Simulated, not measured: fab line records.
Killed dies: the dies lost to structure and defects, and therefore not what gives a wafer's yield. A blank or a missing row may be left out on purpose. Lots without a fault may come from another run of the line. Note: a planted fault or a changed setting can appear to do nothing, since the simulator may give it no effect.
The tool behind it: which one? :: flow gf180mcu :: route of 602 steps, sampled at 1 step: 7 lots, 21 wafers

== WHAT THE GAUGES SHOWED, per wafer ==
GF_CONTACT_OVL_MEAS_15.
lot: L166
measured: day 17 12:24
on: overlay-02
CONTACT_OVL (nm): -1 1 -6

lot: L171
measured: day 19 00:47
on: overlay-02
CONTACT_OVL (nm): -3 3 1

lot: L174
measured: day 19 19:16
on: overlay-01
CONTACT_OVL (nm): 4 6 2

lot: L175
measured: day 20 10:52
on: overlay-01
CONTACT_OVL (nm): 0 7 11

lot: L179
measured: day 21 23:52
on: overlay-02
CONTACT_OVL (nm): -6 1 7

lot: L182
measured: day 22 14:13
on: overlay-02
CONTACT_OVL (nm): 11 3 13

lot: L187
measured: day 23 19:58
on: overlay-02
CONTACT_OVL (nm): 4 6 4

== TOOL THAT RAN EACH LOT (tool first, then ch and the chambers of the sampled wafers, then the start) ==
There is no process step in the record ahead of these readings.

== THE ANSWER, worked out from the rows above alone ==
Rule: the lots themselves supply what counts as usual. The widest of any qualifying gaps counts: lots, ordered by their means at a reading, are off when they make up no more than a third of the lots, leave a main group of 4 or more, and stand apart from it by 3 or more times the standard deviation of that group's means. Not used: any main group whose means are identical at the precision the tables above print for the reading. Also off: a lot with no number at a reading for which 4 or more lots have one. All remaining lots with rows at the step are treated as sound.
Across all readings shown, no lot is off: no conclusion can be drawn from this.

== WHAT WAS PUT IN BY THE SIMULATOR ==
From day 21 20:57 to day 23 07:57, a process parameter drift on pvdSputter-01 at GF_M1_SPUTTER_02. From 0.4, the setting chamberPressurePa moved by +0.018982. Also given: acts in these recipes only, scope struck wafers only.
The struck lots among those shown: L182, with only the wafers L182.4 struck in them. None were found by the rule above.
